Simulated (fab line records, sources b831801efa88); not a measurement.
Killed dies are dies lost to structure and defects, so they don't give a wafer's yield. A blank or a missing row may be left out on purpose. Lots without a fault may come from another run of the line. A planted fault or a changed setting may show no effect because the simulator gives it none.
Which tool did it? | flow sky130 | 12 lots, 35 wafers sampled, at 5 steps of a route of 708

WHAT THE GAUGES READ, wafer by wafer
SKY_POLY_GATE_THK_MEAS_04. Usual: POLY_GATE_CVD_03_THK 74.8 nm, standard deviation 0.77.
lot  | measured     | on            | POLY_GATE_CVD_03_THK (nm) | flag
L518 | day 15 21:47 | film_metro-02 | 75.3 74.2 74.9            |
L519 | day 16 03:12 | film_metro-03 | 74.2 74.6 74.1            |
L521 | day 16 11:36 | film_metro-01 | 76.8 76.6 76.7            |
L520 | day 16 12:57 | film_metro-03 | 73.9 74.4 74.0            |
L522 | day 17 03:30 | film_metro-03 | 73.4 74.7 74.3            |
L524 | day 17 18:53 | film_metro-01 | 73.5 74.8 74.2            |
L523 | day 17 22:01 | film_metro-01 | 74.7 74.8 74.7            |
L531 | day 20 06:22 | film_metro-03 | 75.1 75.4                 |
L535 | day 21 10:49 | film_metro-02 | 73.9 74.2 74.2            |
L536 | day 21 13:24 | film_metro-02 | 74.9 74.6 74.8            |
L539 | day 22 14:35 | film_metro-01 | 75.8 75.4 75.8            |
L541 | day 23 04:47 | film_metro-01 | 75.3 74.8 75.0            |

SKY_LDD_HVN_OVL_MEAS_07. Usual: LDD_HVN_OVL 1.3 nm, standard deviation 1.4.
lot  | measured     | on         | LDD_HVN_OVL (nm) | flag
L518 | day 21 01:06 | overlay-01 | 0.2 0.6 0.6      |
L519 | day 21 09:08 | overlay-01 | 3.8 0.0 1.6      |
L521 | day 21 19:43 | overlay-02 | 1.3 3.2 0.2      |
L520 | day 21 19:11 | overlay-02 | 1.7 3.2 3.1      |
L522 | day 22 10:47 | overlay-02 | 0.9 2.8 0.8      |
L524 | day 23 02:45 | overlay-02 | 0.9 2.9 2.5      |
L523 | day 23 05:26 | overlay-01 | 1.2 -0.5 2.3     |
L531 | day 25 11:35 | overlay-02 | 2.3 1.6          |
L535 | day 26 14:19 | overlay-01 | 4.1 1.9 2.1      |
L536 | day 26 17:13 | overlay-02 | 0.4 2.2 0.5      |
L539 | day 27 19:28 | overlay-01 | -0.9 -1.6 -1.1   |
L541 | day 28 07:03 | overlay-01 | -1.6 -0.5 1.9    |

SKY_VIA2_THK_MEAS_01. Usual: VIA2_HDPCVD_THK 1176 nm, standard deviation 12.
lot  | measured     | on            | VIA2_HDPCVD_THK (nm) | flag
L518 | day 35 20:26 | film_metro-04 | 1181 1195 1178       |
L519 | day 36 07:20 | film_metro-04 | 1174 1192 1184       |
L521 | day 36 14:50 | film_metro-04 | 1180 1187 1194       |
L520 | day 36 12:02 | film_metro-04 | 1173 1161 1161       |
L522 | day 37 00:26 | film_metro-01 | 1187 1179 1180       |
L524 | day 37 16:31 | film_metro-02 | 1168 1183 1176       |
L523 | day 37 20:56 | film_metro-01 | 1181 1178 1179       |
L531 | day 39 15:14 | film_metro-04 | 1261 1177 1260 1178  | OFF
L535 | day 40 13:43 | film_metro-04 | 1183 1168 1160       |
L536 | day 40 15:41 | film_metro-02 | 1154 1177 1170       |
L539 | day 41 11:41 | film_metro-02 | 1168 1159 1169       |
L541 | day 42 01:35 | film_metro-04 | 1160 1164 1147       |

SKY_VIA2_THK_MEAS_23: measures by xrf. Usual: VIA2_W_THK 399 nm, standard deviation 5.3.
lot  | measured     | on            | VIA2_W_THK (nm) | flag
L518 | day 37 00:10 | film_metro-04 | 399 391 398     |
L519 | day 37 11:58 | film_metro-01 | 402 400 397     |
L521 | day 37 18:22 | film_metro-02 | 406 402 407     |
L520 | day 37 15:33 | film_metro-01 | 391 396 400     |
L522 | day 38 03:01 | film_metro-04 | 397 390 396     |
L524 | day 38 19:13 | film_metro-02 | 399 406 397     |
L523 | day 38 23:29 | film_metro-04 | 393 398 404     |
L531 | day 40 17:05 | film_metro-02 | 399 398         |
L535 | day 41 14:38 | film_metro-04 | 401 392 393     |
L536 | day 41 16:55 | film_metro-02 | 399 401 404     |
L539 | day 42 12:50 | film_metro-01 | 395 405 398     |
L541 | day 43 02:02 | film_metro-02 | 408 404 412     |

WHICH TOOL RAN EACH LOT (tool, then ch and the chambers of the sampled wafers, then the start)
lot  | SKY_VIA2_HDPCVD_00
L518 | hdpcvd-02 ch 0,2, day 35 20:17
L519 | hdpcvd-02 ch 0,1,2, day 36 07:11
L521 | hdpcvd-01 ch 0,2, day 36 14:42
L520 | hdpcvd-01 ch 0,2, day 36 11:55
L522 | hdpcvd-01 ch 0,1,2, day 37 00:20
L524 | hdpcvd-02 ch 0,1,2, day 37 16:23
L523 | hdpcvd-01 ch 0,1,2, day 37 20:49
L531 | hdpcvd-01 ch 0,2, day 39 15:06
L535 | hdpcvd-02 ch 0,1, day 40 13:35
L536 | hdpcvd-02 ch 0,1,2, day 40 15:32
L539 | hdpcvd-02 ch 1, day 41 11:29
L541 | hdpcvd-02 ch 1,2, day 42 01:27
- SKY_VIA2_HDPCVD_00: deposits SiO2, target thk 1180 nm, time 196.7 s.

WHAT THE TOOLS THEMSELVES READ (means of the sampled wafers that have a number; where no wafer has one, the mark that the record gives instead)
SKY_VIA2_HDPCVD_00. Usual: run_length_s 224.7 s, standard deviation 0.55; susceptor_temp_C 399.99 C, standard deviation 0.2.
lot  | tool      | run_length_s (s) | susceptor_temp_C (C) | flag
L518 | hdpcvd-02 | 225.5            | 400.14               |
L519 | hdpcvd-02 | 225.3            | 400.16               |
L521 | hdpcvd-01 | 224.9            | 400.06               |
L520 | hdpcvd-01 | 224.8            | 399.98               |
L522 | hdpcvd-01 | 224.5            | 399.72               |
L524 | hdpcvd-02 | 225.1            | 400.02               |
L523 | hdpcvd-01 | 224.5            | 400.00               |
L531 | hdpcvd-01 | 230.6            | 400.03               | OFF
L535 | hdpcvd-02 | 224.6            | 399.89               |
L536 | hdpcvd-02 | 224.6            | 399.92               |
L539 | hdpcvd-02 | 225.1            | 400.09               |
L541 | hdpcvd-02 | 224.8            | 400.13               |

THE ANSWER, worked out from the rows above alone
Rule: a lot is off if the mean of its wafers that have a number lies more than 3 standard deviations from the usual mean. A lot without any number at a reading at which 4 lots or more have one is off too. The other lots that the step has rows for count as sound. The gauges are gone through in route order, then the tools' own readings, and for those a lot's mean is taken as printed above. The first step at which some lot is off is used, and at that step the reading that is off furthest; a lot without a number counts as furthest.
Off: L531, at SKY_VIA2_THK_MEAS_01 (VIA2_HDPCVD_THK).
A tool fits if, at a process step before that reading, it ran every lot that is off, and no sound lot after the first of them. The gauges at SKY_VIA2_THK_MEAS_01 aren't tried: what is off there is off at SKY_VIA2_HDPCVD_00 too, on other tools, and a gauge's error can't cause that. One fits: hdpcvd-01 at SKY_VIA2_HDPCVD_00. Its last sound lot is L523 (day 37 20:49), its first lot that is off L531 (day 39 15:06): a fault that began between those two fits.
The tool's own readings at SKY_VIA2_HDPCVD_00 bear it out: on the lots that are off they differ by more than 5 times the standard deviation of the sound lots' means. run_length_s reads 230.6 s there against 224.9 s on the sound lots.

WHAT THE SIMULATOR HAD PUT IN
Process parameter drift: hdpcvd-01, from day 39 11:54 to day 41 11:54, at SKY_VIA2_HDPCVD_00. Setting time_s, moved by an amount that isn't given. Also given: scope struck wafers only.
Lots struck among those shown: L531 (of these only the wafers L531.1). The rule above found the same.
